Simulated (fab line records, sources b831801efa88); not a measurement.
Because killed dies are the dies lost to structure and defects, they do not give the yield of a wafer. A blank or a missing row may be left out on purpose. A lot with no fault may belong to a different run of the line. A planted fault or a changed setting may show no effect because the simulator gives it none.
Matching of chambers + flow gf180mcu + 3 sister chambers for GF_V4_CVD_02 on pecvd-01
The step deposits SiO2 from TEOS, target thk 850 nm, time 94.851 s. 18 wafers are shown with their chamber, then 8 later ones without.

## WAFERS PAIRED WITH THEIR CHAMBERS
| wafer  | chamber | heaterPowerW (W) | susceptorTempC (C) |
|--------|---------|------------------|--------------------|
| L952.1 | 2       | 641              | 400.22             |
| L952.4 | 2       | 703              | 400.29             |
| L952.5 | 0       | 603              | 400.22             |
| L953.2 | 2       | 664              | 399.95             |
| L953.5 | 2       | 725              | 399.82             |
| L953.6 | 0       | 576              | 400.15             |
| L955.3 | 0       | 618              | 400.27             |
| L955.5 | 2       | 740              | 400.11             |
| L955.6 | 0       | 492              | 400.19             |
| L958.1 | 1       | 611              | 399.99             |
| L958.2 | 2       | 794              | 399.92             |
| L958.4 | 0       | 610              | 399.84             |
| L959.3 | 0       | 545              | 400.22             |
| L959.4 | 1       | 656              | 400.19             |
| L959.6 | 2       | 793              | 400.02             |
| L961.3 | 1       | 587              | 399.73             |
| L961.5 | 0       | 622              | 399.71             |
| L961.6 | 1       | 628              | 399.98             |

SIGNATURES (means of the wafers above)
| reading        | chamber 0 | chamber 1 | chamber 2 | scatter within a chamber |
|----------------|-----------|-----------|-----------|--------------------------|
| heaterPowerW   | 580.86    | 620.50    | 722.86    | 49.7                     |
| susceptorTempC | 400.0857  | 399.9725  | 400.0471  | 0.194                    |
Rule: for each reading, subtract the chamber's mean from the wafer's reading, divide by that reading's scatter and square the result; add these up over the readings and take the root, which gives the wafer's distance from the chamber. The wafer belongs to the nearest chamber; if the next one is less than 2 further off, it can't be placed. How the scatter is found: for the shown wafers, subtract from each reading the mean of its chamber, square and add these, divide the total by (wafers less chambers), then take the root.

## WAFERS WITH NO CHAMBER GIVEN
| wafer  | heaterPowerW (W) | susceptorTempC (C) |
|--------|------------------|--------------------|
| L962.1 | 724              | 399.99             |
| L962.2 | 532              | 399.94             |
| L962.3 | 618              | 400.49             |
| L969.2 | 618              | 400.07             |
| L969.4 | 500              | 400.04             |
| L969.5 | 589              | 400.01             |
| L970.1 | 617              | 399.95             |
| L971.3 | 539              | 399.90             |

## CHAMBER TAKEN BY EACH
| wafer  | from the rows above          | in truth |
|--------|------------------------------|----------|
| L962.1 | can't be placed: 2 or 1      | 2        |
| L962.2 | can't be placed: 0 or 1      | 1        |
| L962.3 | can't be placed: 0 or 1 or 2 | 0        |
| L969.2 | can't be placed: 1 or 0 or 2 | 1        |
| L969.4 | can't be placed: 0 or 1      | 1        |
| L969.5 | can't be placed: 0 or 1      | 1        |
| L970.1 | can't be placed: 1 or 0      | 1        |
| L971.3 | can't be placed: 0 or 1      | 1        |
0 of 8 placed correctly. These rows do not allow placing 8 (true chamber among the candidates in 8). 0 placed wrongly.
